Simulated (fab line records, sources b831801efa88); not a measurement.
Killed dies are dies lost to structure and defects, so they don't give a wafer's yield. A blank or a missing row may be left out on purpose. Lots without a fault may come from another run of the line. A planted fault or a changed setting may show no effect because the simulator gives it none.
One fault seen from 2 desks | flow gf180mcu | each desk has only its own numbers; what lay behind them comes last

THE TOOL OWNER'S DESK: krf_scanner-02
The tool's own readings at GF_M5_EXPOSE_04 (exposes mask Metal5, target cd 280 nm): means of the sampled wafers that have a number, for each lot that ran on this tool. A lot is out of limits, marked OUT, if its mean lies more than 4 standard deviations from the usual mean; the brackets give that distance.
Columns: A = exposure_dose_mJ_cm2 at GF_M5_EXPOSE_04, usual 28.00
lot  | first seen here | A
L101 | day 27 21:46    | 28.03
L103 | day 28 11:21    | 27.58 (-14) OUT
L106 | day 29 11:14    | 27.62 (-12) OUT
This desk's finding: out of limits on L103, L106; first on L103, day 28 11:21 (exposure_dose_mJ_cm2 at GF_M5_EXPOSE_04). In limits: L101.

THE METROLOGY DESK
What the gauges read, lot by lot, whatever tool the lot ran on: means of the sampled wafers that have a number. A lot is out of limits, marked OUT, if its mean lies more than 4 standard deviations from the usual mean; the brackets give that distance.
Columns: A = cd_nm at GF_M5_CD_MEAS_07, usual 280.1 nm; B = M5_OVL at GF_M5_OVL_MEAS_08, usual 2 nm
lot  | first seen here | A     | B
L101 | day 28 07:37    | 280.0 | 9
L103 | day 28 20:46    | 281.9 | 6
L106 | day 29 20:10    | 282.3 | 9
L110 | day 30 18:13    | 280.3 | 4
L113 | day 31 18:56    | 281.8 | 4
L115 | day 32 03:16    | 279.2 | 3
This desk's finding: nothing out of limits on any of the 6 lots.

PUT TOGETHER
The tool owner's desk could have raised an alarm at day 28 11:21, on L103, L106.
The metrology desk saw nothing out of limits.
The metrology desk has L103, L106 on record, within its limits.
Of the lots named, all ran GF_M5_EXPOSE_04 on krf_scanner-02.

WHAT THE SIMULATOR HAD PUT IN
Process parameter drift: krf_scanner-02, from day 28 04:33 on, at GF_M5_EXPOSE_04. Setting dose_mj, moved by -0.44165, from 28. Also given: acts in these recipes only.
Lots struck among those shown: L103, L106.
Hours from the fault's start to each desk's first reading out of limits: the tool owner's desk, 7.
